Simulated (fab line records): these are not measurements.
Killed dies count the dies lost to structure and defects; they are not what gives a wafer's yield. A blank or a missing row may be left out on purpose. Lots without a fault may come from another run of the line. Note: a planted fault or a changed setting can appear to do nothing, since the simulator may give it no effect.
Which tool did it? | flow gf180mcu | 7 lots, 21 wafers sampled, at 3 steps of a route of 602

WHAT EACH GAUGE READ, for each wafer
GF_VT_IMPLANT_RS_MEAS_49: uses a four-point probe to measure.
lot  | measured     | on            | MVPSD_RS (ohm/sq)
L490 | day 7 18:55  | film_metro-04 | 1165 1165 1167
L492 | day 8 08:18  | film_metro-03 | 1169 1170 1169
L496 | day 9 14:36  | film_metro-04 | 1167 1164 1163
L502 | day 11 09:44 | film_metro-03 | 1163 1171 1169
L504 | day 11 22:53 | film_metro-04 | 1171 1172 1173
L509 | day 13 08:35 | film_metro-04 | 1165 1158 1164
L512 | day 14 03:23 | film_metro-03 | 1169 1169 1167

WHICH TOOL RAN EACH LOT (tool, then ch and the chambers of the sampled wafers, then the start)
lot  | GF_STI_WET_ETCH_26             | GF_VT_IMPLANT_RTA_45
L490 | wet_bench-02 ch 1, day 2 09:01 | rtp_anneal-02 ch 0, day 7 18:27
L492 | wet_bench-02 ch 0, day 2 18:44 | rtp_anneal-02 ch 0, day 8 07:50
L496 | wet_bench-03 ch 0, day 3 17:47 | rtp_anneal-02 ch 0, day 9 14:08
L502 | wet_bench-03 ch 2, day 5 01:58 | rtp_anneal-01 ch 0, day 11 09:16
L504 | wet_bench-01 ch 0, day 5 10:47 | rtp_anneal-01 ch 0, day 11 22:26
L509 | wet_bench-01 ch 2, day 6 11:22 | rtp_anneal-01 ch 0, day 13 08:07
L512 | wet_bench-02 ch 0, day 7 02:32 | rtp_anneal-01 ch 0, day 14 02:56
- GF_STI_WET_ETCH_26: etches SiO2 in dHF, target depth 94 nm, time 188 s.
- GF_VT_IMPLANT_RTA_45: time 30 s.

THE ANSWER, worked out from the rows above alone
Rule: usual is defined by the lots themselves. Put in order of their means at a reading, lots are off if they are a third of the lots or fewer, leave a main group of 4 or more, and stand apart from it by a gap of 3 or more times the standard deviation of the main group's means; of several such gaps the widest counts. A main group is skipped when, at the precision printed for the reading in the tables above, its means are all equal. A lot without any number at a reading at which 4 lots or more have one is off too. All remaining lots with rows at the step are treated as sound.
No lot is off on any of the readings shown, so nothing can be concluded from this.

WHAT WAS PUT IN BY THE SIMULATOR
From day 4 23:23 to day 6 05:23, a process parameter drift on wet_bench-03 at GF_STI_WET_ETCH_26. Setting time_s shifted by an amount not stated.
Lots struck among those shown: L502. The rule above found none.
